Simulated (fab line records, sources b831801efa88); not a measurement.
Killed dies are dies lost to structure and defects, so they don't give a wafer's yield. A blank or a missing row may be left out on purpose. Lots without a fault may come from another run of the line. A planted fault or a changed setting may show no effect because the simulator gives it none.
Problem report in the 8D (eight disciplines) form, filled by code | flow gf180mcu | the parts of the form that need people (team, actions taken, sign-off) are left out

1. THE PROBLEM
strip_time_to_endpoint_s at GF_SAB_STRIP_13 reads a mean of 12.88 s on 6 wafers of 2 lots; wafers without a fault read 12.65 s with a standard deviation of 0.034. That is +6.7 standard deviations from the usual mean.
The step: strips in O2/N2.
First seen on wafer L212.2, day 21 22:24, on plasma_asher-01. The record holds 36 wafers of 12 lots with a number at this step. Rule for "out", or "out of limits": more than 4 standard deviations from the usual mean. The other wafers with a number count as sound.

2. WHAT IT IS AND WHAT IT IS NOT
question                    | is                               | is not
which readings at this step | strip_time_to_endpoint_s         | drypump_motor_current_A, heater_power_w, oes_product_au
which lots                  | L212, L213                       | L193, L194, L196, L197, L198, L202, L203, L205, L214, L216
which wafers of those lots  | all that have a number           | -
read on which tools         | plasma_asher-01, plasma_asher-02 | plasma_asher-04
when                        | from day 21 22:24                | up to then (24 sound wafers); but 6 sound wafers of L214, L216 came after

3. SUSPECTS, AND WHAT RULES EACH OUT
Counting: a tool at a process step up to the reading stays a suspect if it ran every lot that is out and no sound lot after the first of them.
- litho_track-03 at GF_SAB_COAT_04 (resist thk 1000 nm): kept. It ran every lot that is out, first L212 (day 21 09:28), and no sound lot after that; its last sound lot up to then is L203 (day 18 09:45).
Left after counting: litho_track-03 at GF_SAB_COAT_04.

4. THE CAUSE (what the simulator had put in)
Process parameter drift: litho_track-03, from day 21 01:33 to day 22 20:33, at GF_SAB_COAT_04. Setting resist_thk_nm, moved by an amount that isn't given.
Counting left only this tool.

5. THE CHAIN OF EFFECTS, in route order
Each row: a reading whose mean over the struck wafers that have a number lies more than 3 standard deviations from the usual. Only readings for which the record gives a usual standard deviation are gone through. hours: the time from each lot's start at the first step in this table that gives one to its start at this step, as a median over the lots. sigmas: the change in usual standard deviations.
hours | step            | reading                  | usual   | on struck wafers | change | sigmas
0     | GF_SAB_STRIP_13 | strip_time_to_endpoint_s | 12.65 s | 12.88            | +0.23  | +6.7
The process steps in it:
- GF_SAB_STRIP_13: strips in O2/N2.

6. WHAT WOULD HAVE CAUGHT IT SOONER
In this record the first reading out of limits was taken at day 21 22:24, 21 hours after the fault began at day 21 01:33.
Of the tool readings at GF_SAB_COAT_04 for which the record gives a usual standard deviation, none was out on any struck wafer, so an alarm limit of 4 standard deviations on them would not have fired.
All the lots that are out (2) had begun GF_SAB_COAT_04 on litho_track-03 by day 21 22:24. A hold on the tool at that time would have spared none of them.
